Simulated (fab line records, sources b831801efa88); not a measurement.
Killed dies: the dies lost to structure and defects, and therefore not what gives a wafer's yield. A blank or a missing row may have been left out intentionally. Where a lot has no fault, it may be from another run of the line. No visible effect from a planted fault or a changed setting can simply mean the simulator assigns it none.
2 desks, one fault | flow gf180mcu | every desk sees just its own numbers, and what lay behind them comes last

TOOL OWNER'S DESK, pvd-sputter-01
At GF_M2_SPUTTER_04 (material TiN, target thk 50 nm, time 41.7 s) the tool's own readings: per lot run on this tool, the mean of the sampled wafers that have a number. If a lot's mean is further than 4 standard deviations from the usual mean, the lot is out of limits and carries the mark OUT (the distance appears in the brackets).
Columns: A = throttle-valve-pct at GF_M2_SPUTTER_04, usual 30.1 %
lot  | first seen here | A
L310 | day 21 09:34    | 30.6
L312 | day 22 08:11    | 30.0
L321 | day 24 21:42    | 30.1
L323 | day 26 09:05    | 30.1
This desk found nothing out of limits on any of the 4 lots.

AT THE METROLOGY DESK
What the gauges read, lot by lot, whatever tool the lot ran on: means of the sampled wafers that have a number. If a lot's mean is further than 4 standard deviations from the usual mean, the lot is out of limits and carries the mark OUT (the distance appears in the brackets). Only the readings that lie furthest out on some lot appear, 7 of the 9 it has.
Columns: A = V1_W_RS at GF_V1_RS_MEAS_24, usual 0.330 ohm/sq; B = V1_W_THK at GF_V1_THK_MEAS_25, usual 356 nm; C = M2_ALCU_THK at GF_M2_THK_MEAS_06, usual 448 nm; D = cd-nm at GF_M2_CD_MEAS_14, usual 279.8 nm; E = V2_CVD_00_THK at GF_V2_THK_MEAS_01, usual 600 nm; F = V2_CVD_02_THK at GF_V2_THK_MEAS_03, usual 845 nm; G = V2_BOW at GF_V2_BOW_MEAS_05, usual 100 um
lot  | first seen here | A     | B   | C   | D     | E   | F   | G
L306 | day 19 15:39    | 0.333 | 358 | 451 | 279.3 | 606 | 835 | 117
L310 | day 21 08:53    | 0.333 | 355 | 439 | 279.9 | 610 | 853 | 99
L312 | day 22 07:31    | 0.330 | 362 | 435 | 281.3 | 607 | 840 | 105
L321 | day 24 19:43    | 0.332 | 356 | 448 | 279.9 | 603 | 844 | 102
L323 | day 26 08:28    | 0.330 | 357 | 454 | 278.1 | 604 | 842 | 97
L324 | day 26 08:51    | 0.328 | 349 | 443 | 278.9 | 600 | 853 | 90
This desk found nothing out of limits on any of the 6 lots.

ALL TOGETHER
The desk of the tool owner found nothing out of limits.
From the metrology desk's view, nothing was out of limits.

WHAT HAD BEEN PUT IN BY THE SIMULATOR
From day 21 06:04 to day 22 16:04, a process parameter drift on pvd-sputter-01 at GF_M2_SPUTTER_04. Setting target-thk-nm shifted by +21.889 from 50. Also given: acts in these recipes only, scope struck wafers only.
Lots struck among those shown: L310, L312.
